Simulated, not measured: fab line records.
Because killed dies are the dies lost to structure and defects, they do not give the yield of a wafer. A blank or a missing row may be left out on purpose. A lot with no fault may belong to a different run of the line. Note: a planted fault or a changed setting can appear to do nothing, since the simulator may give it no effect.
Comparing a struck lot with a sound one :: flow sky130 :: 43 steps out of a route of 708
Sound: wafers L647.1, L647.3, L647.5. The struck wafers were L654.1, L654.2, L654.3. The cause is given at the end.
Per side, at each step with rows, come the tool, then ch with its chambers, and then its first start. Under that, the readings that differ: sound wafers :: struck wafers :: difference of the means :: sigmas: that difference in standard deviations of wafers without a fault.
alike: same words and numbers on both sides, and readings whose means sit less than 2 such deviations apart. not compared: any withheld reading, any reading some wafer has no value for, any bound like >300 that may hide the same value, and any number with overlapping values for which the record gives no deviation.
A row with sigmas, a row that says differs or no value, or rows on one side alone: a step with any of these is where the two part. When numbers do not overlap yet have no deviation, they are printed without sigmas and do not part them. Lack of a reading on every wafer of one side parts them only where that side has two or more wafers.

SKY_SONOS_ONO_THK_MEAS_05:
  sound: film metro-03 at day 15 18:55; struck: film metro-01 at day 17 18:55
  alike: SONOS_ONO_CVD_04_THK
then, 7 steps without rows for these wafers: SKY_SONOS_ONO_DEHYDRATE_06 (time 60 s); SKY_SONOS_ONO_HMDS_07 (prime time 60 s); SKY_SONOS_ONO_COAT_08 (resist thk 1140 nm); SKY_SONOS_ONO_SOFTBAKE_09 (time 60 s); SKY_SONOS_ONO_EXPOSE_10 (exposes mask ONOM, target cd 410 nm); SKY_SONOS_ONO_PEB_11; SKY_SONOS_ONO_DEVELOP_12 (develop time 60 s).
SKY_SONOS_ONO_CD_MEAS_13: the cd target is 410 nm.
  sound: cd sem-01 at day 16 22:50; struck: cd sem-02 at day 18 23:41
reading: cd nm (nm)
sound: 408.7 408.3 408.6
struck: 414.4 413.5 413.2
difference: +5.2
sigmas: +2
SKY_SONOS_ONO_OVL_MEAS_14:
  sound: overlay-02 at day 16 22:58; struck: overlay-01 at day 18 23:49
  alike: SONOS_ONO_OVL
SKY_SONOS_ONO_ETCH_15: etches the open film in CHF3/O2, target depth 19.52 nm, time 7.8 s.
  sound on rie diel-04 ch 2,3, day 16 22:59; struck on rie diel-02 ch 0,2,3, day 18 23:50
  alike: drypump motor current A, oes product au, throttle valve pct
  not compared: rf hours counter h
then, 1 step without rows for these wafers: SKY_SONOS_ONO_WET_ETCH_16 (etches SiO2 in dHF, target depth 14 nm, time 280 s).
SKY_SONOS_ONO_STRIP_17: strips in O2/N2.
  sound on plasma asher-04 ch 0,1, day 16 23:06; struck on plasma asher-04 ch 0,1, day 18 23:57
  alike: drypump motor current A, oes product au, strip time to endpoint s
  not compared: rf hours counter h
then, 3 steps without rows for these wafers: SKY_SONOS_ONO_WET_ETCH_18 (etches Si3N4 in H3PO4, target depth 15 nm, time 172 s); SKY_GATE_OXIDE_CLEAN_00 (cleans in SC1/SC2, time 150 s); SKY_GATE_OXIDE_OXIDATION_01 (stabilise 600 s, purge 300 s, target thk 10.268 nm).
SKY_GATE_OXIDE_THK_MEAS_02:
  sound: film metro-02 at day 17 01:10; struck: film metro-02 at day 19 02:16
  alike: GATE_OXIDE_OXIDATION_00_THK
then, 7 steps without rows for these wafers: SKY_GATE_OXIDE_DEHYDRATE_03 (time 60 s); SKY_GATE_OXIDE_HMDS_04 (prime time 60 s); SKY_GATE_OXIDE_COAT_05 (resist thk 1140 nm); SKY_GATE_OXIDE_SOFTBAKE_06 (time 60 s); SKY_GATE_OXIDE_EXPOSE_07 (exposes mask LVOM, target cd 600 nm); SKY_GATE_OXIDE_PEB_08; SKY_GATE_OXIDE_DEVELOP_09 (develop time 60 s).
SKY_GATE_OXIDE_OVL_MEAS_10:
  sound: overlay-01 at day 18 06:18; struck: overlay-02 at day 20 09:01
  alike: GATE_OXIDE_OVL
then, 2 steps without rows for these wafers: SKY_GATE_OXIDE_IMPLANT_11; SKY_GATE_OXIDE_WET_ETCH_12 (etches SiO2 in dHF, target depth 16.8 nm, time 336 s).
SKY_GATE_OXIDE_STRIP_13: strips in O2/N2.
  sound on plasma asher-01 ch 0,1, day 18 06:35; struck on plasma asher-01 ch 0,1, day 20 09:19
  alike: drypump motor current A, oes product au, strip time to endpoint s
  not compared: rf hours counter h
SKY_GATE_OXIDE_TW_MEAS_14:
  sound: film metro-02 at day 18 06:41; struck: film metro-02 at day 20 09:25
  alike: GATE_OXIDE_TW
then, 3 steps without rows for these wafers: SKY_GATE_OXIDE_CLEAN_15 (cleans in SC1/SC2, time 150 s); SKY_GATE_OXIDE_OXIDATION_16 (stabilise 600 s, purge 300 s, target thk 3.57 nm); SKY_POLY_GATE_CVD_00 (deposits poly-Si, target thk 180 nm, time 720 s).
SKY_POLY_GATE_THK_MEAS_01:
  sound: film metro-01 at day 18 09:32; struck: film metro-01 at day 20 14:11
  alike: POLY_GATE_CVD_00_THK
then, 8 steps without rows for these wafers: SKY_RES_PROTECT_DEHYDRATE_00 (time 60 s); SKY_RES_PROTECT_HMDS_01 (prime time 60 s); SKY_RES_PROTECT_COAT_02 (resist thk 1140 nm); SKY_RES_PROTECT_SOFTBAKE_03 (time 60 s); SKY_RES_PROTECT_EXPOSE_04 (exposes mask RPM, target cd 1270 nm); SKY_RES_PROTECT_PEB_05; SKY_RES_PROTECT_DEVELOP_06 (develop time 60 s); SKY_POLY_GATE_IMPLANT_02.
SKY_RES_PROTECT_STRIP_07: strips in O2/N2.
  sound on plasma asher-03 ch 0, day 19 15:23; struck on plasma asher-02 ch 0,1, day 21 20:55
reading: drypump motor current A (A)
sound: 5.02 5.01 5.01
struck: 5.72 5.42 5.44
difference: +0.51
sigmas: +2
  alike: oes product au, strip time to endpoint s
  not compared: rf hours counter h
-- here the record skips 28 days between the struck wafers' starts before and after, leaving off in module RES_PROTECT and picking up in module PAD_OPEN (first step shown: number 708 of the route) --
SKY_PAD_OPEN_PROBE_99:
  the record has rows for the struck wafers here (prober-02, day 49 23:56) and none for the sound ones

== WHERE THEY PART ==
Earliest at SKY_SONOS_ONO_CD_MEAS_13; latest, in this record, at SKY_PAD_OPEN_PROBE_99.

WHY: what the simulator had put in
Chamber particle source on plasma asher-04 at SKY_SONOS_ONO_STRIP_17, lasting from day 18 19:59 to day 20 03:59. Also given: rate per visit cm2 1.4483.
